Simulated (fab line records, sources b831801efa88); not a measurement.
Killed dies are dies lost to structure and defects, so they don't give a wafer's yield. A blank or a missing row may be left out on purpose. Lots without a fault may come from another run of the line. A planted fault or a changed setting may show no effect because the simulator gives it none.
Which tool did it? | flow sky130 | 13 lots, 39 wafers sampled, at 2 steps of a route of 708

WHAT THE GAUGES READ, wafer by wafer
SKY_CAP2M_THK_MEAS_04: measures by xrf. Usual: CAP2M_TIN_THK 203.2 nm, standard deviation 2.3.
lot  | measured     | on            | CAP2M_TIN_THK (nm) | flag
L808 | day 40 04:31 | film_metro-03 | 202.6 203.6 203.1  |
L809 | day 40 10:43 | film_metro-02 | 200.1 203.3 202.5  |
L811 | day 40 16:26 | film_metro-02 | 205.1 202.6 203.2  |
L812 | day 41 03:18 | film_metro-03 | 205.5 207.4 206.9  |
L813 | day 41 14:12 | film_metro-02 | 202.8 202.7 203.7  |
L814 | day 42 00:01 | film_metro-03 | 202.9 201.4 201.5  |
L818 | day 43 02:46 | film_metro-04 | 202.8 202.5 202.4  |
L819 | day 43 11:46 | film_metro-02 | 207.3 205.0 205.6  |
L824 | day 44 18:40 | film_metro-04 | 202.9 203.4 203.7  |
L825 | day 44 19:16 | film_metro-02 | 206.1 205.0 203.5  |
L827 | day 45 05:16 | film_metro-03 | 202.7 202.8 201.9  |
L829 | day 45 22:38 | film_metro-04 | 198.2 199.0 197.3  |
L830 | day 46 02:14 | film_metro-02 | 205.0 203.9 205.3  |

SKY_METAL4_CD_MEAS_13: target cd 300 nm. Usual: cd_nm 300.0 nm, standard deviation 1.4.
lot  | measured     | on        | cd_nm (nm)        | flag
L808 | day 42 04:01 | cd_sem-01 | 301.5 300.0 300.7 |
L809 | day 42 09:50 | cd_sem-02 | 301.2 300.6 300.3 |
L811 | day 42 14:25 | cd_sem-01 | 298.5 299.0 299.5 |
L812 | day 43 00:20 | cd_sem-02 | 299.7 298.0 298.0 |
L813 | day 43 15:39 | cd_sem-01 | 299.3 299.0 299.4 |
L814 | day 43 19:47 | cd_sem-02 | 300.3 299.6 300.1 |
L818 | day 45 00:29 | cd_sem-01 | 301.8 302.4 301.0 |
L819 | day 45 10:02 | cd_sem-01 | 297.5 296.8 298.4 |
L824 | day 46 16:17 | cd_sem-01 | 303.3 302.9 302.8 |
L825 | day 46 16:43 | cd_sem-01 | 299.9 300.3 300.6 |
L827 | day 47 00:33 | cd_sem-01 | 301.1 300.9 299.9 |
L829 | day 47 15:50 | cd_sem-02 | 298.1 298.3 297.9 |
L830 | day 47 18:50 | cd_sem-02 | 300.9 301.2 298.5 |

WHICH TOOL RAN EACH LOT (tool, then ch and the chambers of the sampled wafers, then the start)
The record holds no process step before these readings.

WHAT THE TOOLS THEMSELVES READ (means of the sampled wafers that have a number; where no wafer has one, the mark that the record gives instead)
The record holds no such reading with a usual standard deviation.

THE ANSWER, worked out from the rows above alone
Rule: a lot is off if the mean of its wafers that have a number lies more than 3 standard deviations from the usual mean. A lot without any number at a reading at which 4 lots or more have one is off too. The other lots that the step has rows for count as sound. The gauges are gone through in route order, then the tools' own readings, and for those a lot's mean is taken as printed above. The first step at which some lot is off is used, and at that step the reading that is off furthest; a lot without a number counts as furthest.
No lot is off at any reading shown: from this, nothing can be told.

WHAT THE SIMULATOR HAD PUT IN
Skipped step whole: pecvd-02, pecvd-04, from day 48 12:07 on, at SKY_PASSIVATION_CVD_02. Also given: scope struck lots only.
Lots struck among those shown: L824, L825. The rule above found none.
